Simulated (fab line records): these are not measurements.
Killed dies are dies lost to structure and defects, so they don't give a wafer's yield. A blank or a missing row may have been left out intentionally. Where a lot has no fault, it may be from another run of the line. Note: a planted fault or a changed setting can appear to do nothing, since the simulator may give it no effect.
Which tool did it? :: flow sky130 :: 42 wafers from 14 lots sampled at 4 of the route's 708 steps

WHAT EACH GAUGE READ, for each wafer
The record lacks any reading of a measuring or inspecting step that a usual standard deviation could be used to judge.

TOOL THAT RAN EACH LOT (tool first, then ch and the chambers of the sampled wafers, then the start)
lot: L156
SKY_CONTACT_ETCH_17: rie-diel-03 ch 0,1, day 32 07:26
SKY_CONTACT_STRIP_19: plasma-asher-04 ch 0,1, day 32 07:32
SKY_METAL1_SPUTTER_00: pvd-sputter-04, day 32 08:46
SKY_METAL1_EXPOSE_12: krf-scanner-01 ch 0, day 32 21:35

lot: L157
SKY_CONTACT_ETCH_17: rie-diel-04 ch 0,1,2, day 32 21:20
SKY_CONTACT_STRIP_19: plasma-asher-03 ch 0,1, day 32 21:28
SKY_METAL1_SPUTTER_00: pvd-sputter-02, day 32 22:42
SKY_METAL1_EXPOSE_12: krf-scanner-01 ch 0, day 33 12:13

lot: L158
SKY_CONTACT_ETCH_17: rie-diel-04 ch 0,1,3, day 34 06:08
SKY_CONTACT_STRIP_19: plasma-asher-04 ch 0,1, day 34 06:13
SKY_METAL1_SPUTTER_00: pvd-sputter-04, day 34 07:28
SKY_METAL1_EXPOSE_12: krf-scanner-01 ch 0, day 34 21:32

lot: L160
SKY_CONTACT_ETCH_17: rie-diel-01 ch 0,3, day 34 15:59
SKY_CONTACT_STRIP_19: plasma-asher-01 ch 0,1, day 34 16:05
SKY_METAL1_SPUTTER_00: pvd-sputter-02, day 34 17:20
SKY_METAL1_EXPOSE_12: krf-scanner-02 ch 0, day 35 06:53

lot: L162
SKY_CONTACT_ETCH_17: rie-diel-03 ch 0,1,3, day 34 22:30
SKY_CONTACT_STRIP_19: plasma-asher-04 ch 0,1, day 34 22:35
SKY_METAL1_SPUTTER_00: pvd-sputter-01, day 34 23:51
SKY_METAL1_EXPOSE_12: krf-scanner-02 ch 0, day 35 12:52

lot: L164
SKY_CONTACT_ETCH_17: rie-diel-03 ch 0,1,3, day 35 02:59
SKY_CONTACT_STRIP_19: plasma-asher-01 ch 0,1, day 35 03:05
SKY_METAL1_SPUTTER_00: pvd-sputter-01, day 35 04:20
SKY_METAL1_EXPOSE_12: krf-scanner-02 ch 0, day 35 17:17

lot: L165
SKY_CONTACT_ETCH_17: rie-diel-01 ch 2,3, day 35 03:09
SKY_CONTACT_STRIP_19: plasma-asher-03 ch 0,1, day 35 03:17
SKY_METAL1_SPUTTER_00: pvd-sputter-04, day 35 04:38
SKY_METAL1_EXPOSE_12: krf-scanner-01, day 35 18:20

lot: L167
SKY_CONTACT_ETCH_17: rie-diel-03 ch 0,1, day 36 05:35
SKY_CONTACT_STRIP_19: plasma-asher-04 ch 1, day 36 05:40
SKY_METAL1_SPUTTER_00: pvd-sputter-04, day 36 06:58
SKY_METAL1_EXPOSE_12: krf-scanner-02, day 36 19:57

lot: L170
SKY_CONTACT_ETCH_17: rie-diel-01 ch 1,2,3, day 37 05:08
SKY_CONTACT_STRIP_19: plasma-asher-01 ch 0,1, day 37 05:14
SKY_METAL1_SPUTTER_00: pvd-sputter-04, day 37 06:28
SKY_METAL1_EXPOSE_12: krf-scanner-02 ch 0, day 37 19:44

lot: L168
SKY_CONTACT_ETCH_17: rie-diel-01 ch 0,1,3, day 37 08:08
SKY_CONTACT_STRIP_19: plasma-asher-03 ch 1, day 37 08:14
SKY_METAL1_SPUTTER_00: pvd-sputter-01, day 37 09:28
SKY_METAL1_EXPOSE_12: krf-scanner-02 ch 0, day 37 21:49

lot: L174
SKY_CONTACT_ETCH_17: rie-diel-01 ch 0,3, day 38 04:26
SKY_CONTACT_STRIP_19: plasma-asher-01 ch 0,1, day 38 04:31
SKY_METAL1_SPUTTER_00: pvd-sputter-02, day 38 06:17
SKY_METAL1_EXPOSE_12: krf-scanner-02 ch 0, day 38 19:05

lot: L176
SKY_CONTACT_ETCH_17: rie-diel-03 ch 2,3, day 38 13:29
SKY_CONTACT_STRIP_19: plasma-asher-04 ch 1, day 38 13:34
SKY_METAL1_SPUTTER_00: pvd-sputter-02, day 38 14:58
SKY_METAL1_EXPOSE_12: krf-scanner-02 ch 0, day 39 03:45

lot: L175
SKY_CONTACT_ETCH_17: rie-diel-03 ch 0,2, day 38 18:29
SKY_CONTACT_STRIP_19: plasma-asher-01 ch 0,1, day 38 18:37
SKY_METAL1_SPUTTER_00: pvd-sputter-04, day 38 19:49
SKY_METAL1_EXPOSE_12: krf-scanner-01 ch 0, day 39 08:55

lot: L177
SKY_CONTACT_ETCH_17: rie-diel-03 ch 0,2, day 38 22:08
SKY_CONTACT_STRIP_19: plasma-asher-01 ch 0, day 38 22:13
SKY_METAL1_SPUTTER_00: pvd-sputter-02, day 38 23:28
SKY_METAL1_EXPOSE_12: krf-scanner-02 ch 0, day 39 12:35
- SKY_CONTACT_ETCH_17: etches SiO2 in C4F8/O2/Ar, stops on Si3N4, target depth 340 nm.
- SKY_CONTACT_STRIP_19: strips in O2/N2.
- SKY_METAL1_SPUTTER_00: material Ti, target thk 15 nm, time 10 s.
- SKY_METAL1_EXPOSE_12: exposes mask MM1, target cd 140 nm.

WHAT THE TOOLS THEMSELVES READ (means of the sampled wafers that have a number; where no wafer has one, the mark that the record gives instead)
SKY_CONTACT_ETCH_17. Usual: oes-product-au reads 0.891 a.u. (standard deviation 0.0049).
lot: L156
tool: rie-diel-03
oes-product-au (a.u.): 0.890
flag: 

lot: L157
tool: rie-diel-04
oes-product-au (a.u.): 0.892
flag: 

lot: L158
tool: rie-diel-04
oes-product-au (a.u.): 0.894
flag: 

lot: L160
tool: rie-diel-01
oes-product-au (a.u.): 0.893
flag: 

lot: L162
tool: rie-diel-03
oes-product-au (a.u.): 0.887
flag: 

lot: L164
tool: rie-diel-03
oes-product-au (a.u.): 0.889
flag: 

lot: L165
tool: rie-diel-01
oes-product-au (a.u.): 0.890
flag: 

lot: L167
tool: rie-diel-03
oes-product-au (a.u.): 0.893
flag: 

lot: L170
tool: rie-diel-01
oes-product-au (a.u.): 0.891
flag: 

lot: L168
tool: rie-diel-01
oes-product-au (a.u.): 0.892
flag: 

lot: L174
tool: rie-diel-01
oes-product-au (a.u.): 0.893
flag: 

lot: L176
tool: rie-diel-03
oes-product-au (a.u.): 0.894
flag: 

lot: L175
tool: rie-diel-03
oes-product-au (a.u.): 0.887
flag: 

lot: L177
tool: rie-diel-03
oes-product-au (a.u.): 0.893
flag: 

SKY_CONTACT_STRIP_19. Usual: drypump-motor-current-A 5.69 A, standard deviation 0.29; oes-product-au 0.381 a.u., standard deviation 0.0047; strip-time-to-endpoint-s 3.61 s, standard deviation 0.032.
lot: L156
tool: plasma-asher-04
drypump-motor-current-A (A): 5.83
oes-product-au (a.u.): 0.375
strip-time-to-endpoint-s (s): 3.57
flag: 

lot: L157
tool: plasma-asher-03
drypump-motor-current-A (A): 6.05
oes-product-au (a.u.): 0.377
strip-time-to-endpoint-s (s): 3.60
flag: 

lot: L158
tool: plasma-asher-04
drypump-motor-current-A (A): 5.77
oes-product-au (a.u.): 0.383
strip-time-to-endpoint-s (s): 3.62
flag: 

lot: L160
tool: plasma-asher-01
drypump-motor-current-A (A): 5.35
oes-product-au (a.u.): 0.383
strip-time-to-endpoint-s (s): 3.63
flag: 

lot: L162
tool: plasma-asher-04
drypump-motor-current-A (A): 5.77
oes-product-au (a.u.): 0.383
strip-time-to-endpoint-s (s): 3.61
flag: 

lot: L164
tool: plasma-asher-01
drypump-motor-current-A (A): 5.34
oes-product-au (a.u.): 0.381
strip-time-to-endpoint-s (s): 3.60
flag: 

lot: L165
tool: plasma-asher-03
drypump-motor-current-A (A): 5.94
oes-product-au (a.u.): 0.384
strip-time-to-endpoint-s (s): 3.67
flag: 

lot: L167
tool: plasma-asher-04
drypump-motor-current-A (A): 5.71
oes-product-au (a.u.): 0.379
strip-time-to-endpoint-s (s): 3.56
flag: 

lot: L170
tool: plasma-asher-01
drypump-motor-current-A (A): 5.41
oes-product-au (a.u.): 0.380
strip-time-to-endpoint-s (s): 3.61
flag: 

lot: L168
tool: plasma-asher-03
drypump-motor-current-A (A): 6.18
oes-product-au (a.u.): 0.375
strip-time-to-endpoint-s (s): 3.61
flag: 

lot: L174
tool: plasma-asher-01
drypump-motor-current-A (A): 5.32
oes-product-au (a.u.): 0.385
strip-time-to-endpoint-s (s): 3.67
flag: 

lot: L176
tool: plasma-asher-04
drypump-motor-current-A (A): 5.72
oes-product-au (a.u.): 0.379
strip-time-to-endpoint-s (s): 3.60
flag: 

lot: L175
tool: plasma-asher-01
drypump-motor-current-A (A): 5.30
oes-product-au (a.u.): 0.379
strip-time-to-endpoint-s (s): 3.57
flag: 

lot: L177
tool: plasma-asher-01
drypump-motor-current-A (A): 5.26
oes-product-au (a.u.): 0.379
strip-time-to-endpoint-s (s): 3.60
flag: 

SKY_METAL1_SPUTTER_00. Usual: throttle-valve-pct reads 29.9 % (standard deviation 0.91).
lot: L156
tool: pvd-sputter-04
throttle-valve-pct (%): 30.4
flag: 

lot: L157
tool: pvd-sputter-02
throttle-valve-pct (%): 30.7
flag: 

lot: L158
tool: pvd-sputter-04
throttle-valve-pct (%): 30.2
flag: 

lot: L160
tool: pvd-sputter-02
throttle-valve-pct (%): 30.3
flag: 

lot: L162
tool: pvd-sputter-01
throttle-valve-pct (%): 28.8
flag: 

lot: L164
tool: pvd-sputter-01
throttle-valve-pct (%): 30.1
flag: 

lot: L165
tool: pvd-sputter-04
throttle-valve-pct (%): 29.8
flag: 

lot: L167
tool: pvd-sputter-04
throttle-valve-pct (%): 30.1
flag: 

lot: L170
tool: pvd-sputter-04
throttle-valve-pct (%): 30.6
flag: 

lot: L168
tool: pvd-sputter-01
throttle-valve-pct (%): 29.2
flag: 

lot: L174
tool: pvd-sputter-02
throttle-valve-pct (%): 30.1
flag: 

lot: L176
tool: pvd-sputter-02
throttle-valve-pct (%): 29.0
flag: 

lot: L175
tool: pvd-sputter-04
throttle-valve-pct (%): 30.6
flag: 

lot: L177
tool: pvd-sputter-02
throttle-valve-pct (%): 30.4
flag: 

SKY_METAL1_EXPOSE_12. Usual: exposure-dose-mJ-cm2 27.93, standard deviation 0.031; focus-offset-nm 0.1 nm, standard deviation 0.59.
lot: L156
tool: krf-scanner-01
exposure-dose-mJ-cm2: 27.91
focus-offset-nm (nm): -0.0
flag: 

lot: L157
tool: krf-scanner-01
exposure-dose-mJ-cm2: 27.93
focus-offset-nm (nm): -0.1
flag: 

lot: L158
tool: krf-scanner-01
exposure-dose-mJ-cm2: 27.91
focus-offset-nm (nm): 0.7
flag: 

lot: L160
tool: krf-scanner-02
exposure-dose-mJ-cm2: 27.95
focus-offset-nm (nm): 0.2
flag: 

lot: L162
tool: krf-scanner-02
exposure-dose-mJ-cm2: 27.98
focus-offset-nm (nm): 0.0
flag: 

lot: L164
tool: krf-scanner-02
exposure-dose-mJ-cm2: 27.91
focus-offset-nm (nm): -0.4
flag: 

lot: L165
tool: krf-scanner-01
exposure-dose-mJ-cm2: -
focus-offset-nm (nm): -
flag: OFF

lot: L167
tool: krf-scanner-02
exposure-dose-mJ-cm2: -
focus-offset-nm (nm): -
flag: OFF

lot: L170
tool: krf-scanner-02
exposure-dose-mJ-cm2: 27.94
focus-offset-nm (nm): 0.1
flag: 

lot: L168
tool: krf-scanner-02
exposure-dose-mJ-cm2: 27.94
focus-offset-nm (nm): 1.3
flag: 

lot: L174
tool: krf-scanner-02
exposure-dose-mJ-cm2: 27.89
focus-offset-nm (nm): 0.1
flag: 

lot: L176
tool: krf-scanner-02
exposure-dose-mJ-cm2: 27.96
focus-offset-nm (nm): -0.3
flag: 

lot: L175
tool: krf-scanner-01
exposure-dose-mJ-cm2: 27.93
focus-offset-nm (nm): -0.2
flag: 

lot: L177
tool: krf-scanner-02
exposure-dose-mJ-cm2: 27.92
focus-offset-nm (nm): 0.0
flag: 

THE ANSWER, worked out from the rows above alone
Rule: a lot is off if the mean of its wafers that have a number lies more than 3 standard deviations from the usual mean. Also off: a lot with no number at a reading for which 4 or more lots have one. Any other lot the step has rows for is counted as sound. After the gauges, taken in route order, come the tools' own readings; for these a lot's mean is taken, as printed above. At the first step where some lot is off, the reading lying furthest off is the one used; lots without a number count as furthest.
Off at SKY_METAL1_EXPOSE_12 (exposure-dose-mJ-cm2): L165, L167. Without a number there: L165, L167.
A tool fits if, at that step or a process step before it, it ran every lot that is off, and no sound lot after the first of them. No candidate that was tried fits.

WHAT THE SIMULATOR HAD PUT IN
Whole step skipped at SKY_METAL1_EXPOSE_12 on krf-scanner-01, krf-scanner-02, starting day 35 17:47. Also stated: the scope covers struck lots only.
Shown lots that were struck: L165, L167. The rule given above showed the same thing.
